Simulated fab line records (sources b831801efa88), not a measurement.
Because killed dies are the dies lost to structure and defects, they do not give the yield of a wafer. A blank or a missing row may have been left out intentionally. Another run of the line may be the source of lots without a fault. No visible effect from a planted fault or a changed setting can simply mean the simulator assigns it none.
fab line records	flow sky130
record lots=6	wafers=18	last_day=51
route steps=708 shown LDD_P@263 LDD_HVN@267 PAD_OPEN@708
lots that met no fault: taken from a fault-free run of the same line
start_h: hours from the record's first day to the start of the lot's first wafer shown	wait_h: hours since the lot's step before	" unchanged from the row above	L1.1+2: several wafers, shown together as one row	- no value, or no start was given	* or withheld: withheld	< > ~ a bound
route shown NAME@n: NAME is a module with steps in the file, n the number in the route of the first one	usual: mean/standard deviation of fault-free wafers	same: alike in all rows	chamber/n: place in a boat	sites: readings site by site	_std_site: how widely they spread, as a standard deviation	_edge_site: outer sites' mean less inner sites'	radius_mm: how far each site lies from the wafer's centre	mask NAME#n: copy n	behind: the tool/chamber that last shaped the wafer	hold: why the lot was held/for how many hours/how that ended	device: which transistor (n, p or np) failed to switch	end of line: tests run on the same wafers once the route is complete	a step given without rows: its recipe and nothing more	killed: dies that structure and defects cost at the first sort, which is not the same as the wafer's yield	map: a wafer's dies, marking killed ones x, the rest . and places with no die _
set.NAME: setting as actually run; set.NAME@STEP: the setting as run at that earlier step	model.NAME: the simulator's own value behind a step, which no gauge read
lots seen at some steps along the route; tables by step, rows by wafer
services: when a tool's chamber went out of use (start_h, in hours from the record's first day, below 0 if earlier), for how many hours, and the reason
## steps
# step SKY_LDD_P_OVL_MEAS_08
# usual LDD_P_OVL=-0.2/1.2
lot.wafer	tool	chamber	start_h	wait_h	LDD_P_OVL[nm]
L875.3	overlay-01	-	459.71	0.1	-1.5
L875.5	"	-	"	"	0.1
L875.6	"	-	"	"	-0.8
L878.2	overlay-02	-	477.75	0.1	0.5
L878.5	"	-	"	"	1.6
L878.6	"	-	"	"	-0.1
L883.1	overlay-01	-	538.15	0.1	0.8
L883.2	"	-	"	"	-0.5
L883.5	"	-	"	"	0.5
L885.3	overlay-02	-	546.51	0.1	0.9
L885.4	"	-	"	"	0.4
L885.5	"	-	"	"	-0.3
L895.3	overlay-01	-	635.91	0.1	-0.1
L895.4	"	-	"	"	-0.1
L895.6	"	-	"	"	-0.4
L896.1	overlay-01	-	645.34	0.1	-1.5
L896.3	"	-	"	"	-0.3
L896.6	"	-	"	"	-1.0
# step SKY_LDD_P_IMPLANT_09
# recipe species=BF2	energy_kev=25	dose_cm2=1e+13	tilt_deg=withheld
# step SKY_LDD_P_STRIP_10
# recipe chemistry=O2/N2	power_w=1400	pressure_mtorr=1500	platen_temp_c=withheld	o2_flow_sccm=3000	n2_flow_sccm=300	overash_fraction=0.5
# usual drypump_motor_current_A=5.5/0.47	oes_product_au=0.716/0.0041	strip_time_to_endpoint_s=14.18/0.041
lot.wafer	tool	chamber	start_h	wait_h	drypump_motor_current_A	oes_product_au	rf_hours_counter_h	strip_time_to_endpoint_s
L875.3	plasma_asher-01	1	459.91	0.1	4.8	0.721	-	14.20
L875.5	"	1	"	"	4.8	0.718	-	14.18
L875.6	"	0	"	"	5.7	0.716	-	14.20
L878.2	plasma_asher-02	0	477.93	0.1	5.0	0.714	37	14.16
L878.5	"	0	"	"	5.1	0.721	-	14.12
L878.6	"	1	"	"	5.6	0.718	-	14.22
L883.1	plasma_asher-01	1	538.33	0.1	4.8	0.712	72	14.24
L883.2	"	0	"	"	5.7	0.710	72	14.20
L883.5	"	0	"	"	5.7	0.720	-	14.21
L885.3	plasma_asher-02	1	546.71	0.1	5.6	0.723	-	14.06
L885.4	"	0	"	"	5.1	0.711	-	14.10
L885.5	"	1	"	"	5.6	0.722	-	14.13
L895.3	plasma_asher-01	0	636.11	0.1	5.7	0.716	-	14.21
L895.4	"	1	"	"	4.8	0.721	-	14.18
L895.6	"	0	"	"	5.7	0.710	-	14.21
L896.1	plasma_asher-03	0	645.53	0.1	6.3	0.711	93	14.15
L896.3	"	1	"	"	5.8	0.717	-	14.18
L896.6	"	0	"	"	6.3	0.711	-	14.19
# step SKY_LDD_P_TW_MEAS_11
# usual LDD_P_TW=635/5.4
lot.wafer	tool	chamber	start_h	wait_h	LDD_P_TW
L875.3	film_metro-04	-	460.00	0.1	637
L875.5	"	-	"	"	639
L875.6	"	-	"	"	636
L878.2	film_metro-04	-	478.04	0.1	638
L878.5	"	-	"	"	636
L878.6	"	-	"	"	639
L883.1	film_metro-04	-	538.43	0.1	643
L883.2	"	-	"	"	642
L883.5	"	-	"	"	639
L885.3	film_metro-04	-	546.80	0.1	642
L885.4	"	-	"	"	642
L885.5	"	-	"	"	643
L895.3	film_metro-04	-	636.20	0.1	645
L895.4	"	-	"	"	642
L895.6	"	-	"	"	639
L896.1	film_metro-02	-	645.63	0.1	624
L896.3	"	-	"	"	627
L896.6	"	-	"	"	628
# step SKY_LDD_HVN_DEHYDRATE_00
# recipe temp_c=200	time_s=60
# step SKY_LDD_HVN_HMDS_01
# recipe prime_time_s=60	prime_temp_c=120
# step SKY_LDD_HVN_COAT_02
# recipe resist=NOVOLAK	spin_rpm=3000	resist_thk_nm=300
# step SKY_LDD_HVN_SOFTBAKE_03
# recipe temp_c=90	time_s=60	resist=NOVOLAK
# step SKY_LDD_HVN_EXPOSE_04
# recipe mask_id=HVNTM	na=0.6	source_shape=conventional	sigma_outer=0.6	polarization=unpolarized	target_cd_nm=700	dose_mj=127
# step SKY_LDD_HVN_PEB_05
# recipe temp_c=withheld	time_s=*	resist=NOVOLAK
# step SKY_LDD_HVN_DEVELOP_06
# recipe resist=NOVOLAK	developer=TMAH	develop_time_s=60	dev_temp_c=23
# step SKY_LDD_HVN_OVL_MEAS_07
# usual LDD_HVN_OVL=0.0/1.4
lot.wafer	tool	chamber	start_h	wait_h	LDD_HVN_OVL[nm]
L875.3	overlay-02	-	489.59	0.1	-1.0
L875.5	"	-	"	"	-2.4
L875.6	"	-	"	"	-3.1
L878.2	overlay-02	-	508.53	0.1	-1.0
L878.5	"	-	"	"	-1.2
L878.6	"	-	"	"	-0.4
L883.1	overlay-02	-	569.28	0.1	1.2
L883.2	"	-	"	"	-1.7
L883.5	"	-	"	"	0.4
L885.3	overlay-01	-	577.09	0.1	-0.4
L885.4	"	-	"	"	-0.3
L885.5	"	-	"	"	1.0
L895.3	overlay-01	-	665.38	0.1	0.3
L895.4	"	-	"	"	2.5
L895.6	"	-	"	"	1.4
L896.1	overlay-01	-	674.58	0.1	0.6
L896.3	"	-	"	"	0.9
L896.6	"	-	"	"	1.8
# step SKY_LDD_HVN_IMPLANT_08
# recipe species=P	energy_kev=60	dose_cm2=3e+13	tilt_deg=40
# usual dose_ions_cm2=2.999e+13/3e+10	end_station_pressure_torr=5.2e-06/3e-07	faraday_current_uA=169/3.4
lot.wafer	tool	chamber	start_h	wait_h	dose_ions_cm2	end_station_pressure_torr	faraday_current_uA
L875.3	implanter-03	0	489.66	0.1	3e+13	4.8e-06	167
L875.5	"	0	"	"	3.002e+13	5.8e-06	171
L875.6	"	0	"	"	3e+13	5.1e-06	163
L878.2	implanter-04	0	508.59	0.0	3.003e+13	5.5e-06	171
L878.5	"	0	"	"	2.996e+13	5.3e-06	169
L878.6	"	0	"	"	3.001e+13	4.8e-06	163
L883.1	implanter-04	0	569.32	0.0	2.3864e+14	6.4e-06	1324
L883.2	"	0	"	"	2.3868e+14	6.7e-06	1350
L883.5	"	0	"	"	2.3864e+14	5.4e-06	1357
L885.3	implanter-04	0	577.16	0.1	2.3858e+14	6.1e-06	1329
L885.4	"	0	"	"	2.386e+14	6.6e-06	1323
L885.5	"	0	"	"	2.3863e+14	6.1e-06	1323
L895.3	implanter-04	0	665.46	0.1	2.999e+13	5.2e-06	167
L895.4	"	0	"	"	2.997e+13	5e-06	169
L895.6	"	0	"	"	2.999e+13	5.1e-06	173
L896.1	implanter-02	0	674.62	0.0	3.003e+13	5.4e-06	167
L896.3	"	0	"	"	3.004e+13	5.2e-06	168
L896.6	"	0	"	"	3e+13	5.4e-06	170
# step SKY_LDD_HVN_STRIP_09
# recipe chemistry=O2/N2	power_w=1400	pressure_mtorr=1500	platen_temp_c=withheld	o2_flow_sccm=3000	n2_flow_sccm=300	overash_fraction=0.5
# usual drypump_motor_current_A=5.4/0.54	oes_product_au=0.408/0.0044	strip_time_to_endpoint_s=4.131/0.015
lot.wafer	tool	chamber	start_h	wait_h	drypump_motor_current_A	oes_product_au	rf_hours_counter_h	strip_time_to_endpoint_s
L875.3	plasma_asher-04	0	489.79	0.1	5.2	0.415	-	4.138
L875.5	"	1	"	"	4.9	0.409	-	4.141
L875.6	"	0	"	"	5.2	0.411	-	4.159
L878.2	plasma_asher-04	1	508.71	0.1	4.9	0.407	8	4.121
L878.5	"	1	"	"	4.8	0.408	-	4.137
L878.6	"	0	"	"	5.2	0.412	-	4.133
L883.1	plasma_asher-03	1	569.47	0.1	5.8	0.405	85	4.125
L883.2	"	0	"	"	6.3	0.411	85	4.132
L883.5	"	1	"	"	5.8	0.402	-	4.140
L885.3	plasma_asher-04	0	577.29	0.1	5.2	0.406	-	4.150
L885.4	"	1	"	"	4.9	0.411	-	4.139
L885.5	"	0	"	"	5.2	0.407	-	4.109
L895.3	plasma_asher-03	1	665.59	0.1	5.8	0.414	-	4.169
L895.4	"	0	"	"	6.3	0.420	-	4.148
L895.6	"	0	"	"	6.3	0.405	-	4.129
L896.1	plasma_asher-01	1	674.77	0.1	4.8	0.411	86	4.126
L896.3	"	1	"	"	4.8	0.408	-	4.115
L896.6	"	1	"	"	4.9	0.404	-	4.131
# step SKY_LDD_HVN_TW_MEAS_10
# usual LDD_HVN_TW=1437/8.7
lot.wafer	tool	chamber	start_h	wait_h	hold	LDD_HVN_TW
L875.3	film_metro-04	-	489.88	0.1	-	1441
L875.5	"	-	"	"	-	1430
L875.6	"	-	"	"	-	1446
L878.2	film_metro-01	-	508.82	0.1	-	1448
L878.5	"	-	"	"	-	1440
L878.6	"	-	"	"	-	1442
L883.1	film_metro-04	-	569.57	0.1	await_dispo/0.2h/release	2732
L883.2	"	-	"	"	await_dispo/0.2h/release	2739
L883.5	"	-	"	"	await_dispo/0.2h/release	2735
L883.1	film_metro-04	-	569.80	0.2	-	2745
L883.2	"	-	"	"	-	2721
L883.5	"	-	"	"	-	2726
L885.3	film_metro-04	-	577.38	0.1	await_dispo/0.2h/release	2734
L885.4	"	-	"	"	await_dispo/0.2h/release	2736
L885.5	"	-	"	"	await_dispo/0.2h/release	2735
L885.3	film_metro-04	-	577.61	0.2	-	2749
L885.4	"	-	"	"	-	2732
L885.5	"	-	"	"	-	2732
L895.3	film_metro-04	-	665.68	0.1	-	1438
L895.4	"	-	"	"	-	1448
L895.6	"	-	"	"	-	1458
L896.1	film_metro-02	-	674.87	0.1	-	1430
L896.3	"	-	"	"	-	1431
L896.6	"	-	"	"	-	1428
# step SKY_PAD_OPEN_PROBE_99
# usual defect_limited_yield=82.2/2.1	killed_at_M0_to_M3=44/7.4	killed_at_M4_up=3.1/1.8	killed_at_contacts=25/6	killed_at_front_end=15/4.4	killed_at_other=0.3/0.49	killed_dies=88/10	killed_open=48/7.4	killed_short=39/6.3	sort_bin_3_pad_short=0.9/0.4	sort_bin_5_function=10.5/1.5	sort_bin_6_memory=6.5/1.3	sort_n_pass=404/10	sort_yield_pct=82.2/2.1
# same gross_dies=492	killed_at_back_side=0	sort_bin_4_leakage[%]=0	sort_bin_8_speed[%]=0
lot.wafer	tool	chamber	start_h	wait_h	defect_limited_yield[%]	killed_at_M0_to_M3	killed_at_M4_up	killed_at_contacts	killed_at_front_end	killed_at_other	killed_dies	killed_open	killed_short	sort_bin_3_pad_short[%]	sort_bin_5_function[%]	sort_bin_6_memory[%]	sort_n_pass	sort_yield_pct[%]
L875.3	prober-02	-	1098.29	0.2	86.2	36	3	20	9	0	68	36	32	1.4	7.5	4.9	424	86.2
L875.5	prober-02	-	1098.39	0.2	83.1	35	2	31	15	0	83	36	47	0.8	9.6	6.5	409	83.1
L875.6	prober-02	-	1098.44	0.2	81.3	54	3	25	10	0	92	47	45	1.0	9.8	7.9	400	81.3
L878.2	prober-02	-	1113.22	0.1	84.1	47	4	10	17	0	78	48	30	0.4	8.5	6.9	414	84.1
L878.5	prober-02	-	1113.37	0.2	81.1	57	1	25	9	1	93	49	43	0.8	11.6	6.5	399	81.1
L878.6	prober-02	-	1113.42	0.2	81.3	43	2	35	12	0	92	53	39	0.4	11.6	6.7	400	81.3
L895.3	prober-01	-	1209.30	0.2	82.7	46	4	20	14	1	85	47	36	1.2	8.5	7.5	407	82.7
L895.4	prober-01	-	1209.35	0.2	78.3	55	5	21	26	0	107	51	55	0.6	14.0	7.1	385	78.3
L895.6	prober-01	-	1209.45	0.2	84.1	35	1	25	16	1	78	44	33	1.2	8.3	6.3	414	84.1
L896.1	prober-01	-	1214.05	0.1	80.7	52	1	26	16	0	95	50	45	0.8	10.6	7.9	397	80.7
L896.3	prober-01	-	1214.15	0.2	83.3	30	6	29	17	0	82	48	34	0.6	11.6	4.5	410	83.3
L896.6	prober-01	-	1214.30	0.2	80.1	38	5	34	20	1	98	59	39	1.0	12.0	6.9	394	80.1
# killed by level:class
L875.3 VIA1:geometric_particle:open=10 METAL2:geometric_particle:short=6 FIELD_ISO:geometric_particle:short=5 LI_CONTACT:geometric_particle:open=5 CONTACT:geometric_particle:open=5 VIA2:geometric_particle:open=5 LOCAL_INTERCONNECT:geometric_particle:short=4 METAL1:geometric_particle:short=4
L875.5 METAL2:geometric_particle:short=10 CONTACT:geometric_particle:open=7 FIELD_ISO:geometric_particle:short=6 LI_CONTACT:geometric_particle:open=6 CONTACT:geometric_particle:short=6 VIA1:geometric_particle:short=6 VIA3:geometric_particle:open=6 LI_CONTACT:geometric_particle:short=5
L875.6 VIA1:geometric_particle:open=17 LI_CONTACT:geometric_particle:open=11 VIA1:geometric_particle:short=9 METAL1:geometric_particle:short=8 CONTACT:geometric_particle:open=6 FIELD_ISO:geometric_particle:short=5 METAL2:geometric_particle:short=5 VIA2:geometric_particle:open=5
L878.2 VIA1:geometric_particle:open=11 VIA3:geometric_particle:open=9 FIELD_ISO:geometric_particle:open=6 METAL2:geometric_particle:short=6 FIELD_ISO:geometric_particle:short=5 POLY_GATE:geometric_particle:open=5 VIA2:geometric_particle:open=5 LI_CONTACT:geometric_particle:open=4
L878.5 VIA1:geometric_particle:open=16 VIA2:geometric_particle:open=10 CONTACT:geometric_particle:open=9 METAL2:geometric_particle:short=7 VIA1:geometric_particle:short=6 LI_CONTACT:geometric_particle:open=5 VIA2:geometric_particle:short=5 LI_CONTACT:geometric_particle:short=4
L878.6 LI_CONTACT:geometric_particle:open=14 VIA3:geometric_particle:open=11 CONTACT:geometric_particle:open=7 VIA1:geometric_particle:open=5 CONTACT:geometric_particle:short=5 VIA2:geometric_particle:open=5 FIELD_ISO:geometric_particle:open=4 LI_CONTACT:geometric_particle:short=4
L895.3 VIA1:geometric_particle:open=10 VIA2:geometric_particle:open=9 LI_CONTACT:geometric_particle:open=8 CONTACT:geometric_particle:open=7 METAL1:geometric_particle:short=6 VIA1:geometric_particle:short=5 METAL2:geometric_particle:short=5 FIELD_ISO:geometric_particle:short=4
L895.4 METAL1:geometric_particle:short=11 VIA1:geometric_particle:open=11 POLY_GATE:geometric_particle:short=9 VIA2:geometric_particle:open=8 VIA3:geometric_particle:open=7 FIELD_ISO:geometric_particle:open=6 METAL2:geometric_particle:short=6 LI_CONTACT:geometric_particle:open=5
L895.6 CONTACT:geometric_particle:open=8 VIA2:geometric_particle:open=8 LI_CONTACT:geometric_particle:open=6 CONTACT:geometric_particle:short=6 VIA1:geometric_particle:open=6 VIA3:geometric_particle:open=5 FIELD_ISO:geometric_particle:short=4 POLY_GATE:geometric_particle:open=4
L896.1 VIA2:geometric_particle:open=9 LI_CONTACT:geometric_particle:open=8 CONTACT:geometric_particle:open=8 VIA3:geometric_particle:open=8 VIA1:geometric_particle:open=7 VIA3:geometric_particle:short=7 POLY_GATE:geometric_particle:open=5 POLY_GATE:geometric_particle:short=4
L896.3 CONTACT:geometric_particle:open=10 VIA2:geometric_particle:open=9 LI_CONTACT:geometric_particle:open=7 CONTACT:geometric_particle:short=7 FIELD_ISO:geometric_particle:open=4 VIA1:geometric_particle:open=4 POLY_GATE:geometric_particle:open=4 METAL4:geometric_particle:short=4
L896.6 CONTACT:geometric_particle:open=14 VIA1:geometric_particle:open=9 CONTACT:geometric_particle:short=8 VIA3:geometric_particle:open=8 FIELD_ISO:geometric_particle:open=7 VIA2:geometric_particle:open=7 LI_CONTACT:geometric_particle:open=6 METAL4:geometric_particle:short=5
## services
tool	chamber	start_h	hours	kind
plasma_asher-03	-	456.20	14.6	pm
implanter-04	-	457.58	0.8	repair
plasma_asher-04	-	476.36	1.3	repair
implanter-04	-	480.98	6.1	pm
implanter-03	-	529.39	4.4	repair
plasma_asher-02	-	532.36	11.8	pm
implanter-04	-	532.81	0.9	repair
plasma_asher-03	-	536.17	4.3	pm
plasma_asher-01	-	539.71	0.5	repair
plasma_asher-04	-	555.30	6.8	repair
implanter-03	-	557.31	3.7	repair
implanter-02	-	613.61	4.6	repair
implanter-03	-	624.95	20.4	repair
plasma_asher-04	-	636.08	14.6	pm
## key
first_sign step=SKY_LDD_HVN_IMPLANT_08	reading=dose_ions_cm2	direction=up	sigmas=99+	usual=*	struck=*
effect step=SKY_LDD_HVN_IMPLANT_08	reading=faraday_current_uA	direction=up	sigmas=99+	usual=169	struck=1334
effect step=SKY_LDD_HVN_TW_MEAS_10	reading=visit	direction=added
effect step=SKY_LDD_HVN_TW_MEAS_10	reading=LDD_HVN_TW	direction=up	sigmas=99+	usual=1437	struck=2735
met_at SKY_LDD_HVN_IMPLANT_08
struck_wafers L883.1,L883.2,L883.5,L885.3,L885.4,L885.5
scrapped_behind SKY_LDD_HVN_TW_MEAS_10 L883.1,L883.2,L883.5,L885.3,L885.4,L885.5
onset_between 508.59 569.32
fault kind=process_parameter_drift	tool=implanter-04	chamber=-	onset_h=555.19	steps=SKY_LDD_HVN_IMPLANT_08	channel=dose_cm2	offset=*	shape=step	end_h=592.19	acts_in=*	stated=*
